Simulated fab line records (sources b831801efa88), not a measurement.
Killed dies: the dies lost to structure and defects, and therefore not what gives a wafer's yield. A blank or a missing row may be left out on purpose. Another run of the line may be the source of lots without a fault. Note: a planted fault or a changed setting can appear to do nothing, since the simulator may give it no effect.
Split-lot experiment    flow sky130    23 wafers read from 5 lots, route of 708 steps

## THE SPLIT
At SKY_PASSIVATION_SOFTBAKE_07, the setting temp_c was moved away from the recipe's 110 C on 6 of the 23 wafers read, by -3.1% to +2.7%. All remaining wafers had this setting at the recipe value.

## SPLIT TO READING: what lies between them in the file, 1 step
- SKY_PASSIVATION_DEVELOP_10: develop time 60 s (also split here: develop_time_s)

## THE READING
coat_of_PASSIVATION_COAT_06.thk_nm (the simulator's own value, which no gauge read), in nm, at SKY_PASSIVATION_ETCH_11 (etches the open film in CF4/O2, stops on AlCu, target depth 725 nm, time 161.1 s). No usual value for it is given in the file. Across the 17 wafers here that went through the recipe, the average is 2517 nm and the standard deviation 8.2 nm.

wafer   tool, chamber at the split  temp_c as run, C  against the recipe  coat_of_PASSIVATION_COAT_06.thk_nm, nm  against lot-mates on the recipe
L075.1  litho_track-02, 0           112.2             +2.0%               2493                                    -22
L075.4  litho_track-02, 0           112.2             +2.0%               2493                                    -22
L075.2  litho_track-02, 0           110               recipe              2520                                    -
L075.3  litho_track-02, 0           110               recipe              2514                                    -
L075.6  litho_track-02, 0           110               recipe              2510                                    -
L077.2  litho_track-04, 0           110               recipe              2510                                    -
L077.5  litho_track-04, 0           110               recipe              2510                                    -
L077.3  litho_track-04, 0           110               recipe              2500                                    -
L079.1  litho_track-04, 0           110               recipe              2521                                    -
L079.5  litho_track-04, 0           110               recipe              2521                                    -
L079.2  litho_track-04, 0           110               recipe              2511                                    -
L079.4  litho_track-04, 0           110               recipe              2507                                    -
L079.6  litho_track-04, 0           110               recipe              2529                                    -
L081.1  litho_track-01, 0           106.6             -3.1%               2556                                    +28
L081.2  litho_track-01, 0           110               recipe              2525                                    -
L081.3  litho_track-01, 0           110               recipe              2530                                    -
L081.4  litho_track-01, 0           106.6             -3.1%               2550                                    +22
L081.6  litho_track-01, 0           110               recipe              2528                                    -
L085.1  litho_track-01, 0           110               recipe              2519                                    -
L085.2  litho_track-01, 0           110               recipe              2513                                    -
L085.4  litho_track-01, 0           113               +2.7%               2496                                    -20
L085.5  litho_track-01, 0           110               recipe              2515                                    -
L085.6  litho_track-01, 0           113               +2.7%               2484                                    -32

THE FIT
A straight line over all 23 wafers: coat_of_PASSIVATION_COAT_06.thk_nm changes by -11.1 nm for each +1% of temp_c; r = -0.90; the points scatter about the line by 7.8 nm.
The same after taking each lot's own level away (the mean of its wafers on the recipe; 23 wafers): -9.08 nm for each +1%; r = -0.92; scatter 5.3 nm.
On that fit, the largest move of temp_c shifts the reading by 28 nm.
Across the lots, their own levels run from 2506.7 to 2527.7 nm, a range of 2.6 times the standard deviation given above.
In other words, the slope is changed by the lot-to-lot level; the two fits disagree.
Check: with one of the wafers moved furthest among these (-3.1%) left out of the fit, the line predicts +27.1 nm for it against its lot-mates. It came out at +28.3 nm against them.

## THESE WAFERS: OTHER SPLITS
Note: prior to the reading, these wafers also went through further splits. Each is held against what the fit with the lots' levels taken away leaves over:
other split on the same wafers             wafers away from the commonest value  r with coat_of_PASSIVATION_COAT_06.thk_nm (lot level and that fit taken away)
SKY_PASSIVATION_DEVELOP_10 develop_time_s  5                                     +0.17

## THE WHOLE CHAIN: every reading that the file lists as answering this split, in the file's order
step                        what it does                                                                      reading                                                                              change (the file's fit)               r (the file's)
SKY_PASSIVATION_DEVELOP_10  develop time 60 s                                                                 coat_of_PASSIVATION_COAT_06.thk_nm (the simulator's own value, which no gauge read)  -9.62 nm for each +1% of the setting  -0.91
SKY_PASSIVATION_ETCH_11     etches the open film in CF4/O2, stops on AlCu, target depth 725 nm, time 161.1 s  coat_of_PASSIVATION_COAT_06.thk_nm (the simulator's own value, which no gauge read)  -8.98 nm for each +1% of the setting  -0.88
SKY_PASSIVATION_STRIP_12    strips in O2/N2                                                                   strip_time_to_endpoint_s                                                             withheld for each +1% of the setting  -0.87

## FILE'S OWN FIT
coat_of_PASSIVATION_COAT_06.thk_nm changes by -8.98 nm for each +1% of temp_c, r = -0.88.
